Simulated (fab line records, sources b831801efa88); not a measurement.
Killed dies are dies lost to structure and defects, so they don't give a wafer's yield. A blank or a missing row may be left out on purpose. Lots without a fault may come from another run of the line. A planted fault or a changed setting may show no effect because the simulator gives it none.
Problem report in the 8D (eight disciplines) form, filled by code | flow sky130 | the parts of the form that need people (team, actions taken, sign-off) are left out

1. THE PROBLEM
LDD_HVP_TW at SKY_LDD_HVP_TW_MEAS_10 reads a mean of 764 on 6 wafers of 2 lots; wafers without a fault read 458 with a standard deviation of 5.4. That is +57 standard deviations from the usual mean.
First seen on wafer L338.1, day 27 04:06, on film_metro-01. The record holds 36 wafers of 12 lots with a number at this step. Rule for "out", or "out of limits": more than 4 standard deviations from the usual mean. The other wafers with a number count as sound.

2. WHAT IT IS AND WHAT IT IS NOT
question                    | is                     | is not
which readings at this step | LDD_HVP_TW             | -
which lots                  | L338, L340             | L323, L325, L326, L327, L329, L330, L331, L342, L344, L345
which wafers of those lots  | all that have a number | -
read on which gauges        | film_metro-01          | film_metro-02, film_metro-03
when                        | from day 27 04:06      | up to then (21 sound wafers); but 9 sound wafers of L342, L344, L345 came after

3. SUSPECTS, AND WHAT RULES EACH OUT
Counting: a tool at a process step up to the reading stays a suspect if it ran every lot that is out and no sound lot after the first of them.
- the gauge at SKY_LDD_HVP_TW_MEAS_10: ruled out. All the wafers that are out were read on film_metro-01, but those of them that SKY_LDD_HVP_IMPLANT_08 has rows for are out there too, on other tools.
- implanter-04 at SKY_LDD_HVP_IMPLANT_08: kept. It ran every lot that is out, first L338 (day 27 03:51), and no sound lot after that; its last sound lot up to then is L330 (day 24 17:30). Its own readings are out on those wafers: dose_ions_cm2, faraday_current_uA.
Left after counting: implanter-04 at SKY_LDD_HVP_IMPLANT_08.

4. THE CAUSE (what the simulator had put in)
Process parameter drift: implanter-04, from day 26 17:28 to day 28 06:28, at SKY_LDD_HVP_IMPLANT_08. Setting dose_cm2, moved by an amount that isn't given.
Counting left only this tool.

5. THE CHAIN OF EFFECTS, in route order
Each row: a reading whose mean over the struck wafers that have a number lies more than 3 standard deviations from the usual. Only readings for which the record gives a usual standard deviation are gone through. hours: the time from each lot's start at the first step in this table that gives one to its start at this step, as a median over the lots. sigmas: the change in usual standard deviations.
hours | step                   | reading            | usual      | on struck wafers | change      | sigmas
0     | SKY_LDD_HVP_IMPLANT_08 | dose_ions_cm2      | 1.7004e+13 | 8.5494e+13       | +6.8490e+13 | +99 or more
0     | SKY_LDD_HVP_IMPLANT_08 | faraday_current_uA | 95.8       | 481.1            | +385.3      | +99 or more
0     | SKY_LDD_HVP_TW_MEAS_10 | LDD_HVP_TW         | 458        | 764              | +306        | +57
The process steps in it:
- SKY_LDD_HVP_IMPLANT_08
Later measuring or inspecting steps at which every struck wafer that the step has a row for has a number for every such reading, and none has moved that far: SKY_SPACER_THK_MEAS_01.

6. WHAT WOULD HAVE CAUGHT IT SOONER
In this record the first reading out of limits at a measuring or inspecting step was taken at day 27 04:06, 11 hours after the fault began at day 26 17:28.
The tool's own readings at SKY_LDD_HVP_IMPLANT_08 were out on every struck wafer that the step has a row for (dose_ions_cm2, faraday_current_uA): an alarm limit on them would have fired on the first of those.
Of the lots that are out (2), L340 began SKY_LDD_HVP_IMPLANT_08 on implanter-04 after day 27 04:06. A hold on the tool at that time would have spared it.
